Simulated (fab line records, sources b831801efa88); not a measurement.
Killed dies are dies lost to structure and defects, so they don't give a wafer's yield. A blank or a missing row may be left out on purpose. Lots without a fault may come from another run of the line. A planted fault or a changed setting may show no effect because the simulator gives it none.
Which tool did it? | flow sky130 | 15 lots, 45 wafers sampled, at 4 steps of a route of 708

WHAT THE GAUGES READ, wafer by wafer
SKY_FIELD_ISO_THK_MEAS_04. Usual: FIELD_ISO_CVD_03_THK 163.8 nm, standard deviation 1.3.
lot  | measured    | on            | FIELD_ISO_CVD_03_THK (nm) | flag
L949 | day 1 17:03 | film_metro-03 | 162.4 163.5 164.0         |
L950 | day 1 21:23 | film_metro-03 | 164.6 163.9 164.2         |
L951 | day 2 01:26 | film_metro-03 | 164.4 164.3 164.7         |
L954 | day 2 15:05 | film_metro-03 | 164.2 166.0 165.5         |
L955 | day 2 20:52 | film_metro-03 | 164.0 164.3 165.1         |
L956 | day 3 01:41 | film_metro-02 | 165.3 164.6 165.5         |
L957 | day 3 07:07 | film_metro-03 | 163.7 163.0 163.7         |
L958 | day 3 11:16 | film_metro-03 | 164.2 164.4 166.1         |
L959 | day 3 17:35 | film_metro-02 | 164.1 162.7 160.9         |
L960 | day 3 20:31 | film_metro-02 | 162.6 163.0 162.3         |
L962 | day 4 08:58 | film_metro-02 | 166.0 166.0 165.2         |
L963 | day 4 11:30 | film_metro-03 | 161.3 162.2 161.2         |
L964 | day 4 17:35 | film_metro-02 | 164.2 164.1 162.1         |
L965 | day 4 23:10 | film_metro-02 | 165.7 165.3 165.0         |
L972 | day 6 10:13 | film_metro-02 | 163.9 163.4 163.1         |

SKY_NWELL_THK_MEAS_02. Usual: NWELL_OXIDATION_THK 9.98 nm, standard deviation 0.22.
lot  | measured    | on            | NWELL_OXIDATION_THK (nm) | flag
L949 | day 2 18:19 | film_metro-02 | 10.35 10.28 10.27        |
L950 | day 2 20:50 | film_metro-02 | 9.89 9.88 9.86           |
L951 | day 3 01:14 | film_metro-02 | 10.20 10.19 10.31        |
L954 | day 3 15:10 | film_metro-02 | 10.19 10.33 10.13        |
L955 | day 3 18:42 | film_metro-01 | 10.14 10.10 10.16        |
L956 | day 4 01:18 | film_metro-02 | 9.97 9.90 10.01          |
L957 | day 4 07:25 | film_metro-01 | 10.14 10.02 10.05        |
L958 | day 4 12:07 | film_metro-02 | 9.86 9.88 9.84           |
L959 | day 4 18:24 | film_metro-01 | 9.78 9.85 10.12          |
L960 | day 4 22:30 | film_metro-01 | 9.72 9.72 9.97           |
L962 | day 5 08:12 | film_metro-02 | 9.96 10.06 9.98          |
L963 | day 5 12:37 | film_metro-01 | 9.80 9.91 9.84           |
L964 | day 5 18:26 | film_metro-01 | 9.57 9.83 9.62           |
L965 | day 5 22:47 | film_metro-02 | 10.08 10.44 10.20        |
L972 | day 7 12:03 | film_metro-02 | 10.04 9.92 9.98          |

SKY_GATE_OXIDE_THK_MEAS_02. Usual: GATE_OXIDE_OXIDATION_00_THK 10.27 nm, standard deviation 0.21.
lot  | measured     | on            | GATE_OXIDE_OXIDATION_00_THK (nm) | flag
L949 | day 13 00:32 | film_metro-04 | 10.58 10.30 10.50                |
L950 | day 13 07:19 | film_metro-02 | 9.87 9.98 9.84                   |
L951 | day 13 10:26 | film_metro-02 | 10.05 10.05 10.04                |
L954 | day 14 11:31 | film_metro-01 | 10.23 10.17 10.15                |
L955 | day 14 18:45 | film_metro-04 | 10.24 10.45 10.39                |
L956 | day 15 05:06 | film_metro-01 | 10.02 10.05 9.94                 |
L957 | day 15 11:50 | film_metro-01 | 10.42 10.43 10.54                |
L958 | day 15 21:19 | film_metro-02 | 9.91 9.97 10.09                  |
L959 | day 16 05:35 | film_metro-02 | 10.44 10.28 10.34                |
L960 | day 16 14:08 | film_metro-02 | 10.79 10.63 10.88                |
L962 | day 17 06:23 | film_metro-02 | 10.04 10.00 10.23                |
L963 | day 17 09:19 | film_metro-02 | 10.23 10.16 10.13                |
L964 | day 17 19:55 | film_metro-02 | 10.34 10.42 10.28                |
L965 | day 18 08:04 | film_metro-04 | 10.15 10.33 10.36                |
L972 | day 21 20:14 | film_metro-04 | 10.37 10.43 10.27                |

WHICH TOOL RAN EACH LOT (tool, then ch and the chambers of the sampled wafers, then the start)
lot  | SKY_VT_ADJUST_NCORE_EXPOSE_04
L949 | iline_stepper-01 ch 0, day 8 09:46
L950 | iline_stepper-01 ch 0, day 8 12:24
L951 | iline_stepper-01 ch 0, day 8 17:18
L954 | iline_stepper-02 ch 0, day 9 12:56
L955 | iline_stepper-02 ch 0, day 9 20:26
L956 | iline_stepper-02 ch 0, day 10 03:26
L957 | iline_stepper-01 ch 0, day 10 12:23
L958 | iline_stepper-01 ch 0, day 10 18:41
L959 | iline_stepper-01 ch 0, day 11 02:43
L960 | iline_stepper-02 ch 0, day 11 08:55
L962 | iline_stepper-02 ch 0, day 11 22:53
L963 | iline_stepper-02, day 12 03:46
L964 | iline_stepper-01, day 12 12:24
L965 | iline_stepper-01, day 12 17:45
L972 | iline_stepper-02 ch 0, day 15 22:50
- SKY_VT_ADJUST_NCORE_EXPOSE_04: exposes mask LVTN COMPLEMENT THIN, target cd 380 nm.

WHAT THE TOOLS THEMSELVES READ (means of the sampled wafers that have a number; where no wafer has one, the mark that the record gives instead)
SKY_VT_ADJUST_NCORE_EXPOSE_04. Usual: exposure_dose_mJ_cm2 138.8, standard deviation 0.71; focus_offset_nm -0.1 nm, standard deviation 0.56.
lot  | tool             | exposure_dose_mJ_cm2 | focus_offset_nm (nm) | flag
L949 | iline_stepper-01 | 138.1                | 0.2                  |
L950 | iline_stepper-01 | 138.0                | -0.2                 |
L951 | iline_stepper-01 | 138.2                | -0.3                 |
L954 | iline_stepper-02 | 139.4                | -0.2                 |
L955 | iline_stepper-02 | 139.6                | 0.0                  |
L956 | iline_stepper-02 | 139.6                | -0.2                 |
L957 | iline_stepper-01 | 138.2                | 0.2                  |
L958 | iline_stepper-01 | 138.1                | 0.6                  |
L959 | iline_stepper-01 | 138.1                | -0.2                 |
L960 | iline_stepper-02 | 139.5                | 0.6                  |
L962 | iline_stepper-02 | 139.5                | -0.2                 |
L963 | iline_stepper-02 | -                    | -                    | OFF
L964 | iline_stepper-01 | -                    | -                    | OFF
L965 | iline_stepper-01 | -                    | -                    | OFF
L972 | iline_stepper-02 | 139.4                | -0.5                 |

THE ANSWER, worked out from the rows above alone
Rule: a lot is off if the mean of its wafers that have a number lies more than 3 standard deviations from the usual mean. A lot without any number at a reading at which 4 lots or more have one is off too. The other lots that the step has rows for count as sound. The gauges are gone through in route order, then the tools' own readings, and for those a lot's mean is taken as printed above. The first step at which some lot is off is used, and at that step the reading that is off furthest; a lot without a number counts as furthest.
Off: L963, L964, L965, at SKY_VT_ADJUST_NCORE_EXPOSE_04 (exposure_dose_mJ_cm2). Without a number there: L963, L964, L965.
A tool fits if, at that step or a process step before it, it ran every lot that is off, and no sound lot after the first of them. None of those tried fits.

WHAT THE SIMULATOR HAD PUT IN
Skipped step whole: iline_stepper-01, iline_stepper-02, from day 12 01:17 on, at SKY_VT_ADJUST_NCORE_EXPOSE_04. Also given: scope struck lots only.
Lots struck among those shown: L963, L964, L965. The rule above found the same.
